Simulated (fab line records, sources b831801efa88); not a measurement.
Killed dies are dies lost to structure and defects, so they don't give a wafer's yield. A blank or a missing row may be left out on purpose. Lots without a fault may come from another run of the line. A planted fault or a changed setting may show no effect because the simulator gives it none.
fab line records | flow sfq_line
record lots=14 wafers=42 last_day=78
route steps=325 shown M0@39 I0@44 I1@73
lots that met no fault: from a run of the same line without faults
start_h: hours from the record's first day to the start of the lot's first wafer shown | wait_h: hours since the lot's step before | " the same as in the row above | L1.1+2: a row that stands for several wafers | - no value, or no start given | * or withheld: withheld | < > ~ a bound
route shown NAME@n: a module of which the file shows steps, and the number in the route of the first | usual: mean/standard deviation of fault-free wafers | same: alike in all rows | chamber/n: place in a boat | sites: the reading at each site | _std_site: their standard deviation | _edge_site: outer sites' mean less inner sites' | radius_mm: how far each site lies from the wafer's centre | mask NAME#n: copy n | behind: the tool/chamber that last shaped the wafer | hold: why the lot was held/for how many hours/how that ended | device: the transistor (n, p or np) that didn't switch | end of line: the same wafers' tests at the end of the route | a step without rows: its recipe alone | killed: dies lost to structure and defects at the first sort, not the wafer's yield | map: a wafer's dies, x killed, . not, _ none there
set.NAME: the setting as run; set.NAME@STEP: as run at that earlier step | model.NAME: the simulator's own value behind a step, which no gauge read
steps of the route over a sample of lots; a table a step, a row a wafer
services: from which hour (start_h, from the record's first day; less than 0 if before it) a tool's chamber was out of use, for how many hours, and why
## steps
# step SFQ_TRILAYER_M0_BARC_OPEN_METAL_ETCH_031
# recipe mask_material=PR chemistry=O2 target_depth_nm=125 target=BARC icp_w=600 bias_w=80 pressure_mtorr=10 time_s=41.7
# usual bias_w=80.03/0.21 drypump_motor_current_A=5.93/0.28 oes_product_au=0.685/0.0047
# same time_s=41.7
# columns lot.wafer tool chamber start_h wait_h bias_w drypump_motor_current_A oes_product_au rf_hours_counter_h
L120.2 rie_metal-01 0 192.51 0.0 80.25 6.25 0.685 24
L120.3 " 1 " " 80.26 6.32 0.684 -
L120.6 " 1 " " 80.21 6.33 0.685 -
L123.1 rie_metal-02 0 211.71 0.0 80.08 5.56 0.677 115
L123.3 " 0 " " 79.73 5.57 0.681 -
L123.6 " 0 " " 80.15 5.59 0.690 -
L124.1 rie_metal-01 0 216.31 0.0 80.35 6.20 0.685 29
L124.4 " 0 " " 80.49 6.22 0.676 -
L124.5 " 0 " " 80.01 6.21 0.682 -
L125.3 rie_metal-02 1 221.13 0.0 80.37 5.75 0.682 -
L125.5 " 0 " " 80.49 5.58 0.686 -
L125.6 " 1 " " 80.12 5.76 0.681 -
L127.1 rie_metal-01 1 231.91 0.0 80.21 6.33 0.678 11
L127.2 " 0 " " 80.10 6.20 0.680 32
L127.6 " 1 " " 79.38 6.33 0.687 -
L128.3 rie_metal-01 1 242.73 0.0 79.95 6.34 0.692 -
L128.4 " 0 " " 80.04 6.18 0.686 -
L128.6 " 1 " " 79.70 6.34 0.689 -
L129.1 rie_metal-02 0 248.71 0.0 79.76 5.58 0.680 123
L129.3 " 1 " " 80.04 5.76 0.690 -
L129.5 " 1 " " 79.96 5.77 0.687 -
L130.2 rie_metal-02 1 254.71 0.0 79.84 5.77 0.688 31
L130.3 " 1 " " 80.20 5.74 0.684 -
L130.6 " 0 " " 80.63 5.57 0.686 -
L131.2 rie_metal-01 0 259.51 0.0 79.86 6.23 0.684 37
L131.4 " 0 " " 80.13 6.22 0.691 -
L131.6 " 1 " " 80.17 6.34 0.687 -
L133.3 rie_metal-02 0 272.28 0.0 79.80 5.56 0.682 -
L133.4 " 1 " " 80.19 5.76 0.685 -
L133.6 " 1 " " 80.02 5.76 0.684 -
L135.1 rie_metal-04 0 287.86 0.0 79.80 5.84 0.699 35
L135.3 " 0 " " 79.84 5.84 0.681 -
L135.4 " 1 " " 79.90 6.06 0.690 -
L136.1 rie_metal-01 1 296.26 0.0 80.13 6.32 0.692 23
L136.2 " 0 " " 80.03 6.22 0.696 44
L136.4 " 0 " " 79.72 6.21 0.690 -
L139.1 rie_metal-02 1 314.26 0.0 79.85 5.78 0.692 43
L139.4 " 1 " " 79.99 5.78 0.692 -
L139.5 " 0 " " 79.91 5.59 0.683 -
L141.3 rie_metal-02 0 321.58 0.0 80.02 5.55 0.684 -
L141.4 " 1 " " 80.09 5.78 0.691 -
L141.6 " 0 " " 80.12 5.55 0.681 -
# step SFQ_TRILAYER_I0_CMP_CMP_028
# recipe material=SiO2 down_force_psi=3 platen_rpm=60 pad_velocity_m_s=0.94248
# usual motor_current_A=10.7/1 retaining_ring_pressure_frac=1.000/0.0047 time_to_endpoint_s=211/8.2
# columns lot.wafer tool chamber start_h wait_h motor_current_A retaining_ring_pressure_frac time_to_endpoint_s
L120.3 cmp-01 1 200.54 7.0 12.9 1.002 203
L120.2 " 0 202.04 8.5 10.7 0.999 207
L120.6 " 1 " " 12.3 1.001 213
L123.3 cmp-01 0 222.04 9.3 10.8 0.995 207
L123.1 " 1 " " 12.9 0.997 211
L123.6 " 0 224.04 11.3 10.5 0.998 211
L124.1 cmp-01 0 225.54 8.2 10.6 0.997 210
L124.4 " 1 " " 12.8 0.999 216
L124.5 " 3 227.04 9.7 11.3 1.000 221
L125.3 cmp-02 3 230.24 8.1 10.8 1.006 198
L125.5 " 1 231.24 9.1 9.3 0.991 215
L125.6 " 2 " " 9.8 1.001 223
L127.1 cmp-02 3 245.24 12.3 10.8 1.002 203
L127.2 " 0 " " 10.1 0.993 220
L127.6 " 1 " " 9.4 1.003 218
L128.3 cmp-02 3 253.74 10.0 10.9 1.003 195
L128.4 " 0 " " 9.7 0.999 220
L128.6 " 3 255.74 12.0 10.7 0.996 204
L129.3 cmp-01 3 259.04 9.3 11.2 1.004 210
L129.1 " 0 " " 10.4 1.007 213
L129.5 " 3 261.04 11.3 11.3 1.000 233
L130.2 cmp-01 3 261.54 5.8 11.6 1.005 216
L130.3 " 2 263.04 7.3 10.5 1.005 200
L130.6 " 3 " " 11.3 0.999 221
L131.4 cmp-02 2 262.24 1.7 9.7 0.992 221
L131.2 " 3 " " 11.1 0.993 202
L131.6 " 3 264.74 4.2 11.0 0.995 202
L133.3 cmp-01 2 279.54 6.3 10.9 1.001 211
L133.4 " 0 280.54 7.2 9.9 1.007 221
L133.6 " 3 282.04 8.7 11.0 0.994 230
L135.4 cmp-01 2 291.54 2.6 10.5 1.002 290
L135.1 " 0 292.54 3.7 10.4 0.997 209
L135.3 " 1 " " 12.9 1.007 220
L136.1 cmp-01 2 298.04 0.8 11.1 1.003 202
L136.2 " 3 " " 11.1 0.995 213
L136.4 " 0 " " 10.4 1.001 270
L139.4 cmp-02 2 316.97 1.7 9.8 0.999 206
L139.1 " 1 318.47 3.2 9.6 1.006 205
L139.5 " 3 319.47 4.2 10.7 0.997 195
L141.3 cmp-02 2 323.47 0.9 9.3 1.000 213
L141.4 " 0 324.47 1.9 10.4 0.993 211
L141.6 " 2 325.47 2.9 9.6 1.012 212
# step SFQ_TRILAYER_I0_METRO_MEASURE_029
# usual thk_nm=199.5/1.4
# columns lot.wafer tool chamber start_h wait_h thk_nm
L120.2 film_metro-03 - 203.86 0.3 199.8
L120.3 " - " " 201.2
L120.6 " - " " 202.5
L123.1 film_metro-04 - 224.66 0.1 199.6
L123.3 " - " " 200.0
L123.6 " - " " 199.4
L124.1 film_metro-01 - 227.66 0.1 199.9
L124.4 " - " " 201.0
L124.5 " - " " 199.6
L125.3 film_metro-04 - 232.76 0.5 197.0
L125.5 " - " " 198.6
L125.6 " - " " 199.1
L127.1 film_metro-04 - 247.36 0.1 198.8
L127.2 " - " " 201.4
L127.6 " - " " 200.3
L128.3 film_metro-03 - 256.76 0.5 199.2
L128.4 " - " " 199.0
L128.6 " - " " 197.6
L129.1 film_metro-01 - 261.66 0.1 201.4
L129.3 " - " " 201.2
L129.5 " - " " 200.0
L130.2 film_metro-01 - 264.86 0.3 199.8
L130.3 " - " " 198.0
L130.6 " - " " 199.6
L131.2 film_metro-03 - 265.56 0.3 196.6
L131.4 " - " " 198.3
L131.6 " - " " 196.3
L133.3 film_metro-04 - 283.06 0.5 199.0
L133.4 " - " " 200.3
L133.6 " - " " 199.6
L135.1 film_metro-04 - 294.66 0.1 199.8
L135.3 " - " " 201.2
L135.4 " - " " 308.3
L136.1 film_metro-04 - 300.66 0.1 198.9
L136.2 " - " " 200.9
L136.4 " - " " 302.6
L139.1 film_metro-03 - 320.09 0.1 200.6
L139.4 " - " " 200.3
L139.5 " - " " 197.0
L141.3 film_metro-04 - 326.49 0.5 200.3
L141.4 " - " " 199.4
L141.6 " - " " 199.5
# step SFQ_TRILAYER_I0_VIA_BARC_OPEN_VIA_ETCH_046
# recipe mask_material=PR chemistry=O2 target_depth_nm=125 target=BARC source_w=500 bias_w=80 pressure_mtorr=30 time_s=41.7
# usual bias_w=79.98/0.23 drypump_motor_current_A=5.9/0.55 oes_product_au=0.686/0.0045
# same time_s=41.7
# columns lot.wafer tool chamber start_h wait_h bias_w drypump_motor_current_A oes_product_au rf_hours_counter_h
L120.2 rie_diel-01 1 244.73 0.0 80.15 6.0 0.680 93
L120.3 " 3 " " 80.02 5.9 0.684 47
L120.6 " 1 " " 79.84 6.0 0.686 -
L123.1 rie_diel-01 2 283.36 0.0 79.96 6.3 0.691 106
L123.3 " 0 " " 80.08 4.9 0.686 27
L123.6 " 2 " " 79.57 6.3 0.686 -
L124.1 rie_diel-04 1 285.52 0.0 79.96 5.6 0.686 100
L124.4 " 0 " " 79.85 6.2 0.687 6
L124.5 " 0 " " 79.81 6.2 0.692 -
L125.3 rie_diel-03 2 291.76 0.0 80.23 6.3 0.685 112
L125.5 " 2 " " 79.96 6.3 0.683 -
L125.6 " 3 " " 79.94 4.9 0.687 -
L127.1 rie_diel-04 3 309.52 0.0 79.61 5.7 0.683 1
L127.2 " 1 " " 79.61 5.7 0.684 100
L127.6 " 1 " " 79.94 5.7 0.681 -
L128.3 rie_diel-04 2 314.32 0.0 79.94 6.7 0.686 10
L128.4 " 1 " " 79.86 5.7 0.682 100
L128.6 " 0 " " 80.08 6.2 0.679 -
L129.1 rie_diel-03 3 319.12 0.0 79.91 4.9 0.687 87
L129.3 " 0 " " 80.25 6.3 0.679 6
L129.5 " 3 " " 79.97 4.9 0.684 -
L130.2 rie_diel-03 1 322.72 0.0 80.21 6.4 0.688 43
L130.3 " 2 " " 80.30 6.3 0.691 112
L130.6 " 2 " " 79.93 6.3 0.694 -
L131.2 rie_diel-04 3 323.92 0.0 80.01 5.7 0.687 1
L131.4 " 2 " " 80.09 6.6 0.684 10
L131.6 " 3 " " 79.59 5.7 0.681 -
L133.3 rie_diel-04 0 343.02 0.0 80.16 6.2 0.685 7
L133.4 " 1 " " 79.97 5.6 0.689 101
L133.6 " 0 " " 80.07 6.2 0.693 -
L135.1 rie_diel-01 1 357.42 0.0 79.96 6.0 0.684 94
L135.3 " 2 " " 79.71 6.3 0.683 107
L135.4 " 0 " " 79.75 4.9 0.684 28
L136.1 rie_diel-03 2 364.62 0.0 80.01 6.3 0.686 113
L136.2 " 3 " " 80.18 4.9 0.684 88
L136.4 " 0 " " 79.86 6.3 0.687 7
L139.1 rie_diel-01 0 386.97 0.0 79.89 4.9 0.693 29
L139.4 " 1 " " 80.05 6.0 0.691 95
L139.5 " 0 " " 80.20 4.9 0.688 -
L141.3 rie_diel-04 3 395.37 0.0 79.94 5.7 0.686 3
L141.4 " 0 " " 80.15 6.2 0.696 8
L141.6 " 3 " " 79.72 5.7 0.687 -
# step SFQ_TRILAYER_I0_VIA_ETCH_VIA_ETCH_034
# recipe target=SiO2 stop_on=Nb mask_material=PR taper_deg=20 chemistry=CHF3 target_depth_nm=260 source_w=500 bias_w=80 pressure_mtorr=30 time_s=withheld
# usual bias_w=79.98/0.26 drypump_motor_current_A=5.9/0.54 oes_product_au=0.853/0.0057
# columns lot.wafer tool chamber start_h wait_h bias_w drypump_motor_current_A oes_product_au
L120.2 rie_diel-01 1 244.77 0.0 80.00 6.0 0.854
L120.3 " 3 " " 80.31 5.9 0.855
L120.6 " 1 " " 80.39 6.0 0.869
L123.1 rie_diel-01 2 283.40 0.0 80.21 6.3 0.848
L123.3 " 0 " " 79.56 4.9 0.859
L123.6 " 2 " " 79.79 6.3 0.858
L124.1 rie_diel-04 1 285.56 0.0 79.59 5.7 0.849
L124.4 " 0 " " 79.98 6.2 0.860
L124.5 " 0 " " 79.86 6.2 0.855
L125.3 rie_diel-03 2 291.80 0.0 79.77 6.3 0.849
L125.5 " 2 " " 79.86 6.3 0.852
L125.6 " 3 " " 80.15 4.9 0.857
L127.1 rie_diel-04 3 309.56 0.0 80.39 5.7 0.862
L127.2 " 1 " " 79.99 5.6 0.854
L127.6 " 1 " " 79.62 5.6 0.856
L128.3 rie_diel-04 2 314.36 0.0 79.95 6.7 0.854
L128.4 " 1 " " 79.76 5.7 0.854
L128.6 " 0 " " 79.62 6.2 0.849
L129.1 rie_diel-03 3 319.16 0.0 79.92 4.9 0.855
L129.3 " 0 " " 80.29 6.2 0.855
L129.5 " 3 " " 79.81 4.9 0.860
L130.2 rie_diel-03 1 322.76 0.0 79.77 6.4 0.855
L130.3 " 2 " " 80.11 6.3 0.848
L130.6 " 2 " " 79.72 6.2 0.854
L131.2 rie_diel-04 3 323.96 0.0 80.14 5.7 0.853
L131.4 " 2 " " 80.40 6.7 0.850
L131.6 " 3 " " 80.04 5.8 0.839
L133.3 rie_diel-04 0 343.06 0.0 79.60 6.2 0.851
L133.4 " 1 " " 79.78 5.7 0.860
L133.6 " 0 " " 80.00 6.2 0.855
L135.1 rie_diel-01 1 357.46 0.0 80.17 6.0 0.857
L135.3 " 2 " " 79.55 6.3 0.865
L135.4 " 0 " " 80.27 4.9 1.008
L136.1 rie_diel-03 2 364.66 0.0 80.06 6.3 0.847
L136.2 " 3 " " 80.26 4.9 0.856
L136.4 " 0 " " 79.66 6.3 1.015
L139.1 rie_diel-01 0 387.01 0.0 79.45 4.9 0.858
L139.4 " 1 " " 80.09 6.0 0.852
L139.5 " 0 " " 79.82 4.9 0.843
L141.3 rie_diel-04 3 395.41 0.0 80.17 5.7 0.856
L141.4 " 0 " " 79.80 6.2 0.853
L141.6 " 3 " " 80.03 5.7 0.859
# step SFQ_TRILAYER_I1_DEP_PECVD_045
# recipe material=SiO2 temp_c=150 time_s=111.11 pressure_torr=2.4 rf_w=183.3 precursor=SiH4/N2O target_thk_nm=500
# usual heater_power_w=83/11 throttle_valve_pct=25.5/1.7
# same time_s=111.11
# columns lot.wafer tool chamber start_h wait_h heater_power_w throttle_valve_pct
L120.2 pecvd-03 2 304.48 0.0 69 28.8
L120.3 " 1 " " 98 27.0
L120.6 " 1 " " 104 26.7
L123.1 pecvd-03 2 345.18 0.0 77 28.7
L123.3 " 0 " " 81 23.3
L123.6 " 2 " " 63 28.6
L124.1 pecvd-04 1 347.58 0.0 68 23.8
L124.4 " 2 " " 103 25.4
L124.5 " 0 " " 74 26.4
L125.3 pecvd-04 0 355.99 0.0 87 26.2
L125.5 " 1 " " 78 23.7
L125.6 " 2 " " 101 25.3
L127.1 pecvd-01 0 375.18 0.0 65 25.8
L127.2 " 1 " " 100 23.8
L127.6 " 0 " " 69 26.0
L128.3 pecvd-04 1 380.73 0.0 71 23.8
L128.4 " 1 " " 73 24.3
L128.6 " 2 " " 105 25.5
L129.1 pecvd-01 2 386.73 0.0 83 25.1
L129.3 " 0 " " 73 26.0
L129.5 " 0 " " 77 26.1
L130.2 pecvd-03 2 391.53 0.0 69 28.5
L130.3 " 1 " " 100 27.3
L130.6 " 2 " " 71 28.3
L131.2 pecvd-01 0 393.93 0.0 70 26.2
L131.4 " 0 " " 71 26.1
L131.6 " 1 " " 99 23.8
L133.3 pecvd-01 2 413.14 0.0 75 25.4
L133.4 " 1 " " 83 23.7
L133.6 " 0 " " 77 26.1
L135.1 pecvd-03 0 429.93 0.0 87 23.1
L135.3 " 1 " " 100 27.3
L135.4 " 2 " " 77 28.9
L136.1 pecvd-04 0 438.33 0.0 83 26.6
L136.2 " 1 " " 81 24.0
L136.4 " 1 " " 65 24.2
L139.1 pecvd-03 2 459.93 0.0 71 28.7
L139.4 " 1 " " 97 26.9
L139.5 " 0 " " 83 23.3
L141.3 pecvd-03 1 477.04 0.0 99 27.1
L141.4 " 0 " " 81 23.4
L141.6 " 2 " " 71 28.9
## services
# columns tool chamber start_h hours kind
rie_diel-04 - 172.84 0.5 repair
cmp-01 - 176.22 8.9 pm
cmp-01 - 184.74 6.8 repair
rie_diel-04 2 216.47 1.9 repair
rie_diel-01 - 235.07 2.0 repair
cmp-01 - 235.18 0.5 repair
cmp-01 - 236.54 4.0 pm
cmp-01 - 269.24 0.3 repair
rie_diel-01 1 290.69 1.5 repair
cmp-01 - 305.64 0.8 repair
cmp-01 - 330.94 10.2 pm
cmp-01 - 392.29 2.0 repair
rie_diel-01 3 405.04 2.4 repair
rie_diel-04 2 410.16 2.3 repair
cmp-01 - 411.16 1.0 repair
rie_diel-01 3 419.41 7.0 repair
rie_diel-01 - 419.63 0.3 repair
rie_diel-01 1 422.58 68.0 repair
rie_diel-04 2 424.38 11.9 repair
cmp-01 - 441.61 4.2 pm
rie_diel-03 0 447.18 4.3 repair
rie_diel-03 1 451.00 3.9 repair
rie_diel-01 - 458.76 0.7 repair
rie_diel-01 - 459.77 1.3 repair
## key
first_sign step=SFQ_TRILAYER_I0_CMP_CMP_028 reading=time_to_endpoint_s direction=up sigmas=8.5 usual=* struck=*
effect step=SFQ_TRILAYER_I0_METRO_MEASURE_029 reading=thk_nm direction=up sigmas=78 usual=199.5 struck=305.4
effect step=SFQ_TRILAYER_I0_VIA_ETCH_VIA_ETCH_034 reading=oes_product_au direction=up sigmas=28 usual=0.853 struck=1.011
met_at SFQ_TRILAYER_I0_CMP_CMP_028
struck_lots L135,L136
struck_wafers L135.4,L136.4
not_acting_at SFQ_TRILAYER_M0_BARC_OPEN_METAL_ETCH_031,SFQ_TRILAYER_I0_VIA_BARC_OPEN_VIA_ETCH_046,SFQ_TRILAYER_I1_DEP_PECVD_045
onset_between 279.54 291.54
fault kind=process_parameter_drift tool=cmp-01 chamber=- onset_h=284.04 steps=SFQ_TRILAYER_I0_CMP_CMP_028 channel=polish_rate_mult offset=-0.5 shape=step end_h=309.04 scope=struck_wafers_only
